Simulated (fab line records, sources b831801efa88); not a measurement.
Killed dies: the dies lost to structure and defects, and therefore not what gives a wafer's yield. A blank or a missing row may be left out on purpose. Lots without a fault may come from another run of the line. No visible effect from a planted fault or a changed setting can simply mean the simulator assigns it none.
Which tool was responsible?	flow sky130	36 wafers from 12 lots sampled at 4 of the route's 708 steps

## WHAT EACH GAUGE READ, for each wafer
SKY_PAD_OPEN_BOW_MEAS_13.
lot	measured	on	PAD_OPEN_BOW (um)
L578	day 46 06:08	film metro-01	29 26 40
L580	day 46 19:55	film metro-01	43 52 45
L581	day 47 08:02	film metro-01	45 41 27
L583	day 47 19:31	film metro-04	38 37 48
L585	day 48 08:02	film metro-01	46 49 61
L586	day 48 23:59	film metro-03	60 47 35
L587	day 49 04:34	film metro-01	42 38 44
L591	day 49 15:07	film metro-03	47 26 33
L592	day 49 17:51	film metro-04	53 53 53
L593	day 50 03:02	film metro-04	51 55 64
L594	day 50 04:12	film metro-03	55 45 47
L601	day 51 09:19	film metro-04	41 54 48

## WHICH TOOL RAN EACH LOT (tool, then ch and the chambers of the sampled wafers, then the start)
lot	SKY_METAL3_STRIP_19	SKY_VIA4_CVD_18	SKY_METAL5_SPUTTER_04
L578	plasma asher-01 ch 0,1, day 38 23:20	cvd w-01 ch 0,1, day 43 08:22	pvd sputter-01, day 43 09:24
L580	plasma asher-04 ch 0,1, day 39 16:46	cvd w-02 ch 0,1, day 43 22:59	pvd sputter-02, day 43 23:44
L581	plasma asher-03 ch 0,1, day 40 08:44	cvd w-01 ch 0,1, day 44 12:50	pvd sputter-02, day 44 13:35
L583	plasma asher-03 ch 0,1, day 40 20:19	cvd w-02 ch 0,1, day 44 23:50	pvd sputter-01, day 45 00:46
L585	plasma asher-01 ch 0,1, day 41 12:04	cvd w-02 ch 0,1, day 45 13:33	pvd sputter-04, day 45 14:18
L586	plasma asher-01 ch 0,1, day 42 06:55	cvd w-02 ch 0,1, day 46 06:38	pvd sputter-02, day 46 07:43
L587	plasma asher-01 ch 0, day 42 12:38	cvd w-01 ch 0,1, day 46 12:42	pvd sputter-01, day 46 13:30
L591	plasma asher-01 ch 0,1, day 43 04:50	cvd w-01 ch 0, day 47 01:40	pvd sputter-01, day 47 02:25
L592	plasma asher-01 ch 0, day 43 07:49	cvd w-01 ch 0,1, day 47 03:39	pvd sputter-01, day 47 04:24
L593	plasma asher-01 ch 0,1, day 43 16:34	cvd w-01 ch 0,1, day 47 14:01	pvd sputter-04, day 47 14:46
L594	plasma asher-01 ch 0,1, day 43 17:04	cvd w-02 ch 0,1, day 47 15:18	pvd sputter-01, day 47 16:03
L601	plasma asher-04 ch 0,1, day 45 12:20	cvd w-02 ch 0,1, day 49 02:24	pvd sputter-02, day 49 03:09
- SKY_METAL3_STRIP_19: strips in O2/N2.
- SKY_VIA4_CVD_18: deposits W, target thk 505 nm, time 152.14 s.
- SKY_METAL5_SPUTTER_04: material TiN, target thk 70 nm, time 58.3 s.

## WHAT THE TOOLS THEMSELVES READ (means of the sampled wafers that have a number; where no wafer has one, the mark that the record gives instead)
SKY_METAL3_STRIP_19.
lot	tool	drypump motor current A (A)	o2 flow sccm (sccm)	oes product au (a.u.)	strip time to endpoint s (s)
L578	plasma asher-01	5.6	2994	0.509	6.68
L580	plasma asher-04	5.3	3007	0.501	6.56
L581	plasma asher-03	6.0	2997	0.503	6.60
L583	plasma asher-03	5.9	2995	0.498	6.53
L585	plasma asher-01	5.7	2998	0.509	6.63
L586	plasma asher-01	5.8	3000	0.509	6.74
L587	plasma asher-01	6.0	2995	0.508	6.70
L591	plasma asher-01	5.8	2997	0.510	6.69
L592	plasma asher-01	6.0	2991	0.512	6.81
L593	plasma asher-01	5.6	3001	0.505	6.58
L594	plasma asher-01	5.8	3010	0.505	6.65
L601	plasma asher-04	5.3	2999	0.511	6.78

SKY_VIA4_CVD_18.
lot	tool	chamber pressure Torr (Torr)	heater power w (W)
L578	cvd w-01	40.05	1004
L580	cvd w-02	39.96	912
L581	cvd w-01	39.95	1001
L583	cvd w-02	39.98	910
L585	cvd w-02	39.98	943
L586	cvd w-02	40.00	944
L587	cvd w-01	40.03	987
L591	cvd w-01	40.05	1020
L592	cvd w-01	39.98	1026
L593	cvd w-01	39.99	1011
L594	cvd w-02	40.01	939
L601	cvd w-02	40.04	959

SKY_METAL5_SPUTTER_04.
lot	tool	throttle valve pct (%)
L578	pvd sputter-01	30.0
L580	pvd sputter-02	30.3
L581	pvd sputter-02	29.3
L583	pvd sputter-01	30.2
L585	pvd sputter-04	30.0
L586	pvd sputter-02	30.0
L587	pvd sputter-01	30.5
L591	pvd sputter-01	29.5
L592	pvd sputter-01	29.3
L593	pvd sputter-04	29.6
L594	pvd sputter-01	30.0
L601	pvd sputter-02	29.9

## THE ANSWER, worked out from the rows above alone
Rule: what is usual is taken from the lots themselves. The widest of any qualifying gaps counts: lots, ordered by their means at a reading, are off when they make up no more than a third of the lots, leave a main group of 4 or more, and stand apart from it by 3 or more times the standard deviation of that group's means. Not used: any main group whose means are identical at the precision the tables above print for the reading. Also off: a lot with no number at a reading for which 4 or more lots have one. Any other lot the step has rows for is counted as sound. First the gauges in route order, then the tools' own readings, where a lot's mean is used as printed above. The first step at which some lot is off is used, and at that step the reading that is off furthest; a lot without a number counts as furthest.
None of the lots is off at any reading shown; this tells nothing.

## WHAT WAS PUT IN BY THE SIMULATOR
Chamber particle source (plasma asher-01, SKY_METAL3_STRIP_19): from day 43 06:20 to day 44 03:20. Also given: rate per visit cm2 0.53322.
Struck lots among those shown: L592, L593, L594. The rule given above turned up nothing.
